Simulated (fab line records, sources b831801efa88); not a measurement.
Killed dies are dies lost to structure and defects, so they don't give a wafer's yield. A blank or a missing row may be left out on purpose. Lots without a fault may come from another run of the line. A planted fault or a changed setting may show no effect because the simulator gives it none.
A struck lot beside a sound one | flow sfq_line | 21 steps out of a route of 325
Sound: wafers L391.3, L391.5, L391.6. Struck: wafers L398.1, L398.4, L398.5. The cause comes at the end.
At each step with rows: each side's tool, then ch and its chambers, then its first start. Under that, the readings that differ: sound wafers | struck wafers | difference of the means | sigmas: that difference in standard deviations of wafers without a fault.
alike: readings whose means differ by less than 2 such deviations, and words and numbers that are the same on both sides. not compared: withheld readings, readings that some wafer has no value for, bounds like >300 that may hide the same value, and numbers for which the record gives no deviation and whose values overlap.
The two part at a step that has a row with sigmas, a row that says differs or no value, or rows on one side only. Numbers that don't overlap but have no deviation are shown without sigmas and don't part them. A reading that every wafer of one side lacks parts them only if that side has two wafers or more.

first, 3 steps without rows for these wafers: SFQ_TRILAYER_M2_LITHO_EXPOSE_058 (exposes mask M2, target cd 500 nm); SFQ_TRILAYER_M2_LITHO_PEB_060 (peb time 60 s); SFQ_TRILAYER_M2_LITHO_DEVELOP_059 (time 60 s).
SFQ_M2_OVL_MEAS_916:
  sound on overlay-01, day 20 05:13; struck on overlay-01, day 22 18:23
  alike: M2_OVL
SFQ_TRILAYER_M2_BARC_OPEN_METAL_ETCH_077: etches BARC in O2, target depth 125 nm, time 41.7 s.
  sound on rie_metal-01 ch 0, day 20 05:16; struck on rie_metal-04 ch 1, day 22 18:26
  alike: drypump_motor_current_A, he_backside_leak_sccm, oes_product_au
  not compared: rf_hours_counter_h
SFQ_TRILAYER_M2_ETCH_METAL_ETCH_060: etches Nb in Cl2/Ar, stops on SiO2, target depth 240 nm, time 120 s.
  sound on rie_metal-01 ch 0, day 20 05:26; struck on rie_metal-04 ch 1, day 22 18:29
  alike: drypump_motor_current_A, he_backside_leak_sccm, oes_product_au
  not compared: rf_hours_counter_h
SFQ_TRILAYER_M2_STRIP_STRIP_061: strips in O2.
  sound on rie_metal-01 ch 0, day 20 06:00; struck on rie_metal-04 ch 1, day 22 18:37
  alike: drypump_motor_current_A, he_backside_leak_sccm, oes_product_au
  not compared: rf_hours_counter_h
then, 2 steps without rows for these wafers: SFQ_TRILAYER_M2_STRIP_SOLV_CLEAN_062 (cleans in NMP, time 600 s); SFQ_TRILAYER_I2_DEP_PECVD_063 (deposits SiO2 from SiH4/N2O, time 111.11 s, target thk 500 nm).
SFQ_TRILAYER_I2_CMP_CMP_064: polishes SiO2.
  sound on cmp-02 ch 1,2, day 20 07:39; struck on cmp-01 ch 1,3, day 23 03:45
  alike: motor_current_A, slurry_filter_dp_kPa, slurry_flow_ml_min, time_to_endpoint_s
SFQ_I2_BOW_MEAS_917:
  sound on film_metro-02, day 20 10:41; struck on film_metro-01, day 23 06:45
  alike: I2_BOW
SFQ_TRILAYER_I2_METRO_MEASURE_065:
  sound on film_metro-02, day 20 11:10; struck on film_metro-01, day 23 06:52
  alike: thk_nm
SFQ_TRILAYER_I2_VIA_LITHO_COAT_072: resist thk 62 nm.
  sound on litho_track-03 ch 0, day 20 12:04; struck on litho_track-02 ch 0, day 23 08:04
  reading                                                  | sound                | struck               | difference | sigmas
  dispense_pressure_kPa (kPa)                              | 50.4 50.4 50.4       | 53.3 53.3 53.3       | +2.9       | +2
  spin_speed_rpm (rpm)                                     | 2998.6 3000.4 3003.1 | 3271.2 3266.1 3267.2 | +267.5     | +99 or more
  model.BARC_of_TRILAYER_I2_VIA_LITHO_COAT_072.thk_nm (nm) | 61.86 61.61 61.77    | 59.68 59.67 59.64    | -2.08      |
then, 5 steps without rows for these wafers: SFQ_TRILAYER_I2_VIA_LITHO_COAT_067 (resist thk 650 nm); SFQ_TRILAYER_I2_VIA_LITHO_SOFTBAKE_071; SFQ_TRILAYER_I2_VIA_LITHO_EXPOSE_068 (exposes mask I2, target cd 500 nm); SFQ_TRILAYER_I2_VIA_LITHO_PEB_070 (peb time 60 s); SFQ_TRILAYER_I2_VIA_LITHO_DEVELOP_069 (time 60 s).
-- the record jumps here: 5 days lie between the struck wafers' starts before and after --
SFQ_I2_OVL_MEAS_918:
  sound on overlay-02, day 25 20:05; struck on overlay-02, day 28 11:47
  reading     | sound     | struck | difference | sigmas
  I2_OVL (nm) | -13 -7 -8 | 9 10 4 | +17        | +3
SFQ_TRILAYER_I2_VIA_BARC_OPEN_VIA_ETCH_096: etches BARC in O2, target depth 125 nm, time 41.7 s.
  sound on rie_diel-02 ch 1,2,3, day 25 20:07; struck on rie_diel-04 ch 1,2, day 28 11:49
  reading                  | sound             | struck            | difference | sigmas
  model.etch.depth_nm (nm) | 61.86 61.61 61.77 | 59.68 59.67 59.64 | -2.08      |
  alike: drypump_motor_current_A, oes_product_au
  not compared: rf_hours_counter_h
then, 1 step without rows for these wafers: SFQ_TRILAYER_I2_VIA_ETCH_VIA_ETCH_070 (etches SiO2 in CHF3, stops on Nb, target depth 260 nm).

WHERE THEY PART
First at SFQ_TRILAYER_I2_VIA_LITHO_COAT_072; last, within this record, at SFQ_I2_OVL_MEAS_918. Later steps at which nothing parts them and some readings are alike: SFQ_TRILAYER_I2_VIA_BARC_OPEN_VIA_ETCH_096.

WHY: what the simulator had put in
Process parameter drift: litho_track-02, from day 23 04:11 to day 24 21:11, at SFQ_TRILAYER_I2_VIA_LITHO_COAT_072. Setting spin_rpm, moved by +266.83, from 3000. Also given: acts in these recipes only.
